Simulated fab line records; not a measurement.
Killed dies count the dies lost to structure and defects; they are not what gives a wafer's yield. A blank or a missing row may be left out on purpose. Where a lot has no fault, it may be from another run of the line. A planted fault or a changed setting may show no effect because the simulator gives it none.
Which tool is to blame? / flow sky130 / route of 708 steps, sampled at 1 step: 6 lots, 18 wafers

== WHAT THE GAUGES READ, wafer by wafer ==
SKY_POLY_GATE_OVL_MEAS_14.
lot=L624; measured=day 17 11:40; on=overlay-02; POLY_GATE_OVL (nm)=-1 2 0
lot=L631; measured=day 19 01:39; on=overlay-01; POLY_GATE_OVL (nm)=5 3 -1
lot=L638; measured=day 21 18:36; on=overlay-02; POLY_GATE_OVL (nm)=-1 -1 -10
lot=L643; measured=day 24 07:31; on=overlay-01; POLY_GATE_OVL (nm)=-4 4 0
lot=L645; measured=day 24 09:48; on=overlay-02; POLY_GATE_OVL (nm)=-7 -1 -4
lot=L647; measured=day 24 21:37; on=overlay-01; POLY_GATE_OVL (nm)=0 9 3

== WHAT TOOL EACH LOT RAN ON (gives the tool, then ch and the chambers of the sampled wafers, and finally the start) ==
There is no process step in the record ahead of these readings.

== THE ANSWER, worked out from the rows above alone ==
Rule: the usual values come from the lots themselves. The widest of any qualifying gaps counts: lots, ordered by their means at a reading, are off when they make up no more than a third of the lots, leave a main group of 4 or more, and stand apart from it by 3 or more times the standard deviation of that group's means. A main group is skipped when, at the precision printed for the reading in the tables above, its means are all equal. A lot without any number at a reading at which 4 lots or more have one is off too. Where the step has rows for the other lots, those lots are counted as sound.
Across all readings shown, no lot is off: no conclusion can be drawn from this.

== WHAT THE SIMULATOR HAD PUT IN ==
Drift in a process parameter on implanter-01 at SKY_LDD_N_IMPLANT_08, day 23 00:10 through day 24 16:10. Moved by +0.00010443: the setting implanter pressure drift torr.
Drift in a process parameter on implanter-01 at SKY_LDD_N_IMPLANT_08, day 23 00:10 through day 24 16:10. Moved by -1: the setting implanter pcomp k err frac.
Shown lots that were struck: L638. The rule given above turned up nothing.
